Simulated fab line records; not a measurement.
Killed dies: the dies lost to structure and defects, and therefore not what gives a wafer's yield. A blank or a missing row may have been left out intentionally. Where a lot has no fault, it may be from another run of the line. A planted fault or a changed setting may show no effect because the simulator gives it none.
Commonality check across tools || flow sky130 || Lots sampled 13, wafers sampled 39

## WHY THIS WAS OPENED
2 of 13 lots carry a flag on the reading RES_XHIGH_TW at SKY_RES_XHIGH_TW_MEAS_09. Wafers without a fault read 1656, standard deviation 9.4.
Rule: flag the lot when none of its wafers has a number, or when each of its wafers that has one lies beyond 4 standard deviations from that mean. All remaining lots are regarded as sound.

{"lot": "L793", "measured": "day 26 06:07", "on": "film metro-02", "RES_XHIGH_TW, wafer by wafer": "1655 1654 1651", "flag": ""}
{"lot": "L794", "measured": "day 26 20:06", "on": "film metro-02", "RES_XHIGH_TW, wafer by wafer": "1652 1660 1664", "flag": ""}
{"lot": "L801", "measured": "day 29 10:58", "on": "film metro-04", "RES_XHIGH_TW, wafer by wafer": "1461 1453 1452", "flag": "FLAGGED"}
{"lot": "L802", "measured": "day 29 15:55", "on": "film metro-04", "RES_XHIGH_TW, wafer by wafer": "1451 1457 1449", "flag": "FLAGGED"}
{"lot": "L805", "measured": "day 30 12:07", "on": "film metro-01", "RES_XHIGH_TW, wafer by wafer": "1647 1643 1647", "flag": ""}
{"lot": "L809", "measured": "day 32 03:40", "on": "film metro-01", "RES_XHIGH_TW, wafer by wafer": "1634 1632 1637", "flag": ""}
{"lot": "L810", "measured": "day 32 04:52", "on": "film metro-04", "RES_XHIGH_TW, wafer by wafer": "1663 1669 1660", "flag": ""}
{"lot": "L811", "measured": "day 32 09:53", "on": "film metro-02", "RES_XHIGH_TW, wafer by wafer": "1660 1665 1662", "flag": ""}
{"lot": "L812", "measured": "day 33 00:36", "on": "film metro-02", "RES_XHIGH_TW, wafer by wafer": "1661 1656 1655", "flag": ""}
{"lot": "L813", "measured": "day 33 04:37", "on": "film metro-04", "RES_XHIGH_TW, wafer by wafer": "1651 1651 1657", "flag": ""}
{"lot": "L814", "measured": "day 33 05:20", "on": "film metro-01", "RES_XHIGH_TW, wafer by wafer": "1658 1642 1656", "flag": ""}
{"lot": "L815", "measured": "day 33 18:13", "on": "film metro-02", "RES_XHIGH_TW, wafer by wafer": "1648 1646 1650", "flag": ""}
{"lot": "L816", "measured": "day 34 02:46", "on": "film metro-04", "RES_XHIGH_TW, wafer by wafer": "1656 1666 1658", "flag": ""}
The mean of the flagged lots' numbers is 1454, -202 from the usual (-22 standard deviations).

## WHICH TOOL RAN EACH LOT
Before the reading, the record contains 2 process steps out of a 708-step route. Read each cell as the tool, then ch plus the chambers that the sampled wafers visited, then the start.
{"lot": "L793", "flag": "", "SKY_RES_XHIGH_IMPLANT_07": "implanter-01 ch 0, day 26 05:53", "SKY_RES_XHIGH_STRIP_08": "plasma asher-04 ch 0, day 26 06:01"}
{"lot": "L794", "flag": "", "SKY_RES_XHIGH_IMPLANT_07": "implanter-02 ch 0, day 26 19:51", "SKY_RES_XHIGH_STRIP_08": "plasma asher-04 ch 0,1, day 26 20:00"}
{"lot": "L801", "flag": "FLAGGED", "SKY_RES_XHIGH_IMPLANT_07": "implanter-02 ch 0, day 29 10:43", "SKY_RES_XHIGH_STRIP_08": "plasma asher-02 ch 0,1, day 29 10:51"}
{"lot": "L802", "flag": "FLAGGED", "SKY_RES_XHIGH_IMPLANT_07": "implanter-02 ch 0, day 29 15:41", "SKY_RES_XHIGH_STRIP_08": "plasma asher-02 ch 0,1, day 29 15:49"}
{"lot": "L805", "flag": "", "SKY_RES_XHIGH_IMPLANT_07": "implanter-03 ch 0, day 30 11:54", "SKY_RES_XHIGH_STRIP_08": "plasma asher-04 ch 0,1, day 30 12:02"}
{"lot": "L809", "flag": "", "SKY_RES_XHIGH_IMPLANT_07": "implanter-01 ch 0, day 32 03:26", "SKY_RES_XHIGH_STRIP_08": "plasma asher-04 ch 0,1, day 32 03:34"}
{"lot": "L810", "flag": "", "SKY_RES_XHIGH_IMPLANT_07": "implanter-03 ch 0, day 32 04:39", "SKY_RES_XHIGH_STRIP_08": "plasma asher-04 ch 0,1, day 32 04:47"}
{"lot": "L811", "flag": "", "SKY_RES_XHIGH_IMPLANT_07": "implanter-01 ch 0, day 32 09:38", "SKY_RES_XHIGH_STRIP_08": "plasma asher-03 ch 0,1, day 32 09:47"}
{"lot": "L812", "flag": "", "SKY_RES_XHIGH_IMPLANT_07": "implanter-02 ch 0, day 33 00:22", "SKY_RES_XHIGH_STRIP_08": "plasma asher-03 ch 0,1, day 33 00:29"}
{"lot": "L813", "flag": "", "SKY_RES_XHIGH_IMPLANT_07": "implanter-03 ch 0, day 33 04:22", "SKY_RES_XHIGH_STRIP_08": "plasma asher-03 ch 0,1, day 33 04:31"}
{"lot": "L814", "flag": "", "SKY_RES_XHIGH_IMPLANT_07": "implanter-01 ch 0, day 33 05:05", "SKY_RES_XHIGH_STRIP_08": "plasma asher-02 ch 0,1, day 33 05:14"}
{"lot": "L815", "flag": "", "SKY_RES_XHIGH_IMPLANT_07": "implanter-01 ch 0, day 33 17:59", "SKY_RES_XHIGH_STRIP_08": "plasma asher-02 ch 0,1, day 33 18:07"}
{"lot": "L816", "flag": "", "SKY_RES_XHIGH_IMPLANT_07": "implanter-02 ch 0, day 34 02:32", "SKY_RES_XHIGH_STRIP_08": "plasma asher-02 ch 0,1, day 34 02:40"}
These steps, and what they do:
- SKY_RES_XHIGH_IMPLANT_07
- SKY_RES_XHIGH_STRIP_08: strips in O2/N2.
- SKY_RES_XHIGH_TW_MEAS_09

## FLAGGED OVER TOTAL, TOOL BY TOOL (the gauges that took the reading come last)
{"step": "SKY_RES_XHIGH_IMPLANT_07", "tool": "implanter-01", "lots run": 5, "flagged": 0, "share of the flagged lots": "none", "sound lots run after its first flagged lot": "-"}
{"step": "SKY_RES_XHIGH_IMPLANT_07", "tool": "implanter-02", "lots run": 5, "flagged": 2, "share of the flagged lots": "all", "sound lots run after its first flagged lot": "2 (L812,L816)"}
{"step": "SKY_RES_XHIGH_IMPLANT_07", "tool": "implanter-03", "lots run": 3, "flagged": 0, "share of the flagged lots": "none", "sound lots run after its first flagged lot": "-"}
{"step": "SKY_RES_XHIGH_STRIP_08", "tool": "plasma asher-02", "lots run": 5, "flagged": 2, "share of the flagged lots": "all", "sound lots run after its first flagged lot": "3 (L814,L815,L816)"}
{"step": "SKY_RES_XHIGH_STRIP_08", "tool": "plasma asher-03", "lots run": 3, "flagged": 0, "share of the flagged lots": "none", "sound lots run after its first flagged lot": "-"}
{"step": "SKY_RES_XHIGH_STRIP_08", "tool": "plasma asher-04", "lots run": 5, "flagged": 0, "share of the flagged lots": "none", "sound lots run after its first flagged lot": "-"}
{"step": "SKY_RES_XHIGH_TW_MEAS_09", "tool": "film metro-01", "lots run": 3, "flagged": 0, "share of the flagged lots": "none", "sound lots run after its first flagged lot": "-"}
{"step": "SKY_RES_XHIGH_TW_MEAS_09", "tool": "film metro-02", "lots run": 5, "flagged": 0, "share of the flagged lots": "none", "sound lots run after its first flagged lot": "-"}
{"step": "SKY_RES_XHIGH_TW_MEAS_09", "tool": "film metro-04", "lots run": 5, "flagged": 2, "share of the flagged lots": "all", "sound lots run after its first flagged lot": "3 (L810,L813,L816)"}

## WHAT THE TABLE PERMITS
implanter-02 at SKY_RES_XHIGH_IMPLANT_07, plasma asher-02 at SKY_RES_XHIGH_STRIP_08 and film metro-04 at SKY_RES_XHIGH_TW_MEAS_09: these 3 rows of the table ran every flagged lot.
- implanter-02 at SKY_RES_XHIGH_IMPLANT_07 ran 5 lots, 2 of them flagged. Sound lots followed the first flagged one (L812, L816) on it, something a lasting fault affecting the whole tool could not allow. Its own readings (beam on s, dose ions cm2) fall more than 4 standard deviations out on all wafers of the flagged lots.
- plasma asher-02 at SKY_RES_XHIGH_STRIP_08 ran 5 lots, 2 of them flagged. Sound lots followed the first flagged one (L814, L815, L816) on it, something a lasting fault affecting the whole tool could not allow.
- film metro-04 at SKY_RES_XHIGH_TW_MEAS_09 ran 5 lots, 2 of them flagged. Sound lots followed the first flagged one (L810, L813, L816) on it, something a lasting fault affecting the whole tool could not allow.
There is no row in the table that ran each flagged lot and no sound lot after the first.

## WHAT HAD BEEN PUT IN BY THE SIMULATOR
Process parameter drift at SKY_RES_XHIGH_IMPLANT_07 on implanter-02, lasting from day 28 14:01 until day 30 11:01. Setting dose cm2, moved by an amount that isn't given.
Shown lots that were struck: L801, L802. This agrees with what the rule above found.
